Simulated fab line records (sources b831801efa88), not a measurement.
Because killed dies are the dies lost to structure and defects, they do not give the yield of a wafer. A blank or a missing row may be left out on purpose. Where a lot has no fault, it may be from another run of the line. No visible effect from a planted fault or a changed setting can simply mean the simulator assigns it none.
Matching of chambers	flow sky130	SKY_PAD_OPEN_ETCH_07 on rie-diel-01: 4 sister chambers
The step etches the open film in CF4/O2, stops on AlCu, target depth 725 nm, time 161.1 s. 27 wafers are shown with their chamber, then 12 later ones without.

WAFERS WITH THEIR CHAMBER
wafer	chamber	drypump-motor-current-A (A)	throttle-valve-pct (%)	oes-product-au (a.u.)
L074.1	1	5.6	5.977	0.985
L074.2	2	5.8	5.969	0.980
L074.3	0	5.3	5.977	0.991
L074.4	3	6.1	5.956	0.996
L074.5	1	5.6	5.980	0.990
L074.6	2	5.8	5.965	0.980
L075.1	0	5.3	5.979	0.985
L075.4	0	5.4	5.971	0.987
L075.5	1	5.6	5.973	0.981
L077.4	3	6.1	5.956	0.980
L077.5	1	5.6	5.973	0.983
L077.6	0	5.3	5.974	0.987
L078.1	1	5.6	5.967	0.983
L078.3	3	6.1	5.953	0.976
L078.6	3	6.1	5.971	0.981
L081.3	1	5.6	5.950	0.980
L081.4	2	5.8	5.957	0.974
L081.5	0	5.3	5.983	0.994
L084.1	1	5.6	5.980	0.981
L084.2	2	5.8	5.958	0.991
L084.3	3	6.1	5.960	0.979
L084.4	0	5.4	5.956	0.980
L084.5	0	5.3	5.982	0.983
L084.6	1	5.6	5.950	0.970
L087.1	2	5.8	5.970	0.969
L087.3	0	5.3	5.952	0.988
L087.4	1	5.6	5.959	0.980

SIGNATURES, as means of the wafers listed above
reading	chamber 0	chamber 1	chamber 2	chamber 3	scatter within a chamber
drypump-motor-current-A	5.325	5.600	5.800	6.100	0.0255
throttle-valve-pct	5.97175	5.96767	5.96380	5.95920	0.0103
oes-product-au	0.98687	0.98144	0.97880	0.98240	0.00618
Rule: for each reading, subtract the chamber's mean from the wafer's reading, divide by that reading's scatter and square the result; add these up over the readings and take the root, which gives the wafer's distance from the chamber. The wafer belongs to the nearest chamber; if the next one is less than 2 further off, it can't be placed. The scatter: the root of (the sum of the squares of (reading less its chamber's mean) over the shown wafers, divided by (wafers less chambers)).

WAFERS WHOSE CHAMBER IS MISSING
wafer	drypump-motor-current-A (A)	throttle-valve-pct (%)	oes-product-au (a.u.)
L090.1	5.8	5.958	0.954
L090.4	5.6	5.965	0.973
L090.6	5.7	5.952	0.967
L092.2	5.3	5.970	0.971
L092.3	6.1	5.964	0.974
L092.4	5.8	5.974	0.983
L093.3	5.6	5.962	0.963
L093.4	6.1	5.976	0.987
L093.5	5.3	5.969	0.968
L097.4	5.3	5.963	0.988
L097.5	5.8	5.967	0.979
L097.6	5.6	5.973	0.993

THE CHAMBER EACH PASSED THROUGH
wafer	from the rows above	in truth
L090.1	2	2
L090.4	1	1
L090.6	can't be placed: 2 or 1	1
L092.2	0	0
L092.3	3	3
L092.4	2	2
L093.3	1	1
L093.4	3	3
L093.5	0	0
L097.4	0	0
L097.5	2	2
L097.6	1	1
Correctly placed: 11 of 12. From these rows, 1 cannot be placed; in 1 the true chamber is one of the candidates. Number placed wrongly: 0.
